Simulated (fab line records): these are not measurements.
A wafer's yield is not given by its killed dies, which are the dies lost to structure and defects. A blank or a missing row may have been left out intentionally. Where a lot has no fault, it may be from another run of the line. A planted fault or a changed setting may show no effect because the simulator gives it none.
A struck lot beside a sound one | flow gf180mcu | 14 steps out of a route of 602
Sound: wafers L884.4, L884.5, L884.6. Struck: wafer L889.3 (left out: L889.4, L889.5 of the same lot, which were not struck); the cause appears at the end.
For every step that has rows: the tool of each side, followed by ch and its chambers, followed by its first start. Under that, the readings that differ: sound wafers | struck wafers | difference of the means | sigmas: that difference in standard deviations of wafers without a fault.
alike: a reading whose means differ by less than 2 such deviations, as well as words and numbers matching on both sides. not compared: withheld readings; readings where some wafer has no value; bounds like >300 that might hide an equal value; numbers whose values overlap and for which the record gives no deviation.
The two part at a step that has a row with sigmas, a row that says differs or no value, or rows on one side only. Numbers that don't overlap but have no deviation are shown without sigmas and don't part them. A reading that every wafer of one side lacks parts them only if that side has two wafers or more.

GF_V5_STRIP_18: strips in O2/N2.
  sound on plasma asher-04 ch 0,1, day 29 21:02; struck on plasma asher-02 ch 1, day 31 03:47
  alike: drypump motor current A, heater power w, oes product au
  not compared: rf hours counter h
then, 2 steps without rows for these wafers: GF_V5_STRIP_19 (strips in post etch residue remover, time 1200 s); GF_V5_CLEAN_20 (cleans in DIW).
GF_V5_SPUTTER_21: material Ti, target thk 15 nm, time 80.02 s.
  sound on pvd sputter-03 at day 29 21:34; struck on pvd sputter-02 at day 31 04:17
  alike: throttle valve pct
GF_V5_SPUTTER_22: material TiN, target thk 10 nm, time 40 s.
  sound on pvd sputter-03 at day 29 21:37; struck on pvd sputter-02 at day 31 04:21
  alike: throttle valve pct
then, 1 step without rows for these wafers: GF_V5_CVD_23 (deposits W, target thk 350 nm, time 104.9 s).
GF_V5_RS_MEAS_24: the measuring method here is four-point-probe.
  sound on film metro-03 at day 29 21:49; struck on film metro-01 at day 31 04:33
  alike: V5_W_RS
GF_V5_THK_MEAS_25: measures by xrf.
  sound on film metro-03 at day 29 21:55; struck on film metro-01 at day 31 04:39
  alike: V5_W_THK
then, 1 step without rows for these wafers: GF_V5_CMP_26 (polishes, stops on SiO2, t overpolish 15 s, target thk 0 nm).
GF_TOP_METAL_SPUTTER_00: material Ti, target thk 37.5 nm, time 150 s.
  sound on pvd sputter-04 at day 29 22:14; struck on pvd sputter-03 at day 31 05:02
  alike: throttle valve pct
then, 2 steps without rows for these wafers: GF_TOP_METAL_SPUTTER_01 (material TiN, target thk 30 nm, time 25 s); GF_TOP_METAL_SPUTTER_02 (material AlCu, target thk 900 nm, time 47.82 s).
GF_TOP_METAL_SPUTTER_03: material Ti, target thk 5 nm, time 3.3 s.
  sound on pvd sputter-04 at day 29 22:25; struck on pvd sputter-03 at day 31 05:13
  reading                                      | sound             | struck | difference | sigmas
  model.Ti_of_TOP_METAL_SPUTTER_03.thk nm (nm) | 5.258 5.221 5.128 | 2.151  | -3.051     |
  alike: throttle valve pct
GF_TOP_METAL_SPUTTER_04: material TiN, target thk 25 nm, time 20.8 s.
  sound on pvd sputter-04 at day 29 22:26; struck on pvd sputter-03 at day 31 05:14
  alike: throttle valve pct

== WHERE THEY PART ==
Nowhere in this record.

WHY: whatever the simulator had introduced
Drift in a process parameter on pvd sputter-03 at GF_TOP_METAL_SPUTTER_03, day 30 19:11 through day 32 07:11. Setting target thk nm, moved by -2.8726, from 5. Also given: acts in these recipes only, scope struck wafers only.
